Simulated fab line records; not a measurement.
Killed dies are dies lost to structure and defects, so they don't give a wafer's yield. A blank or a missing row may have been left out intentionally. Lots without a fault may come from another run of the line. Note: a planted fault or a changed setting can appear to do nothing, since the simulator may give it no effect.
Which tool did it?	flow gf180mcu	42 wafers from 14 lots sampled at 3 of the route's 602 steps

WHAT THE GAUGES READ, wafer by wafer
GF_TOP_METAL_THK_MEAS_06: measures by xrf.
lot	measured	on	TOP_METAL_ALCU_THK (nm)
L665	day 27 04:44	film_metro-03	923 921 913
L666	day 27 11:50	film_metro-04	933 935 925
L667	day 28 00:08	film_metro-03	914 898 913
L668	day 28 03:04	film_metro-03	914 906 901
L669	day 28 13:23	film_metro-03	924 920 912
L675	day 30 08:41	film_metro-02	935 937 919
L676	day 30 17:18	film_metro-02	910 924 926
L679	day 31 20:55	film_metro-03	946 925 943
L682	day 32 07:50	film_metro-03	913 905 912
L683	day 32 16:06	film_metro-02	925 940 946
L684	day 32 16:38	film_metro-03	908 912 911
L685	day 32 22:34	film_metro-03	912 924 915
L688	day 33 11:35	film_metro-04	916 931 910
L687	day 33 13:17	film_metro-03	915 910 910

EACH LOT AND THE TOOL THAT RAN IT (in order: tool; ch and the chambers of the sampled wafers; start)
lot	GF_V2_ETCH_17	GF_V5_CMP_04
L665	rie_diel-04 ch 1,2, day 20 05:00	cmp-01 ch 0,1,2, day 26 06:20
L666	rie_diel-03 ch 1,2,3, day 20 13:00	cmp-02 ch 0,2,3, day 26 13:11
L667	rie_diel-01 ch 1,2, day 21 01:00	cmp-01 ch 0,1,2, day 27 01:34
L668	rie_diel-04 ch 0,1,2, day 21 07:00	cmp-01 ch 0,1,2, day 27 05:17
L669	rie_diel-03 ch 0,3, day 21 20:00	cmp-01 ch 1,3, day 27 15:44
L675	rie_diel-04 ch 1,2,3, day 24 00:00	cmp-02 ch 0,3, day 29 12:02
L676	rie_diel-04 ch 1,2,3, day 24 09:00	cmp-01 ch 0,1,3, day 29 20:35
L679	rie_diel-03 ch 0,1, day 25 16:00	cmp-01 ch 2,3, day 30 22:34
L682	rie_diel-03 ch 1,2, day 26 10:00	cmp-01 ch 0,2, day 31 13:50
L683	rie_diel-03 ch 1,2,3, day 26 17:00	cmp-02 ch 0,3, day 31 21:28
L684	rie_diel-04 ch 1,3, day 26 18:00	cmp-02 ch 0,1,3, day 31 22:22
L685	rie_diel-04 ch 1,2, day 27 04:00	cmp-01 ch 0,1, day 32 03:43
L688	rie_diel-04 ch 1,2, day 27 19:00	cmp-02 ch 1,2, day 32 17:19
L687	rie_diel-04 ch 1,2, day 27 22:00	cmp-01 ch 1,3, day 32 19:02
- GF_V2_ETCH_17: etches SiO2 in C4F8/O2/Ar, stops on TiN, target depth 630 nm.
- GF_V5_CMP_04: polishes SiO2.

WHAT THE TOOLS THEMSELVES READ (means of the sampled wafers that have a number; where no wafer has one, the mark that the record gives instead)
GF_V2_ETCH_17.
lot	tool	oes_product_au (a.u.)
L665	rie_diel-04	0.852
L666	rie_diel-03	0.856
L667	rie_diel-01	0.852
L668	rie_diel-04	0.855
L669	rie_diel-03	0.856
L675	rie_diel-04	0.859
L676	rie_diel-04	0.854
L679	rie_diel-03	0.858
L682	rie_diel-03	0.859
L683	rie_diel-03	0.851
L684	rie_diel-04	0.860
L685	rie_diel-04	0.857
L688	rie_diel-04	0.857
L687	rie_diel-04	0.857

GF_V5_CMP_04.
lot	tool	motor_current_A (A)
L665	cmp-01	11.7
L666	cmp-02	11.2
L667	cmp-01	11.5
L668	cmp-01	11.8
L669	cmp-01	12.1
L675	cmp-02	10.3
L676	cmp-01	11.9
L679	cmp-01	14.1
L682	cmp-01	12.0
L683	cmp-02	10.3
L684	cmp-02	10.7
L685	cmp-01	10.5
L688	cmp-02	12.8
L687	cmp-01	13.1

THE ANSWER, worked out from the rows above alone
Rule: the usual values come from the lots themselves. The widest of any qualifying gaps counts: lots, ordered by their means at a reading, are off when they make up no more than a third of the lots, leave a main group of 4 or more, and stand apart from it by 3 or more times the standard deviation of that group's means. If all means in a main group match to the digits the tables above print for the reading, that group is not used. Also off: a lot with no number at a reading for which 4 or more lots have one. The other lots that the step has rows for count as sound. Order of review: gauges by route order, followed by the tools' own readings, for which a lot's mean as printed above is used. At the first step where some lot is off, the reading lying furthest off is the one used; lots without a number count as furthest.
Nothing can be told from this: no lot is off at any reading shown.

WHAT HAD BEEN PUT IN BY THE SIMULATOR
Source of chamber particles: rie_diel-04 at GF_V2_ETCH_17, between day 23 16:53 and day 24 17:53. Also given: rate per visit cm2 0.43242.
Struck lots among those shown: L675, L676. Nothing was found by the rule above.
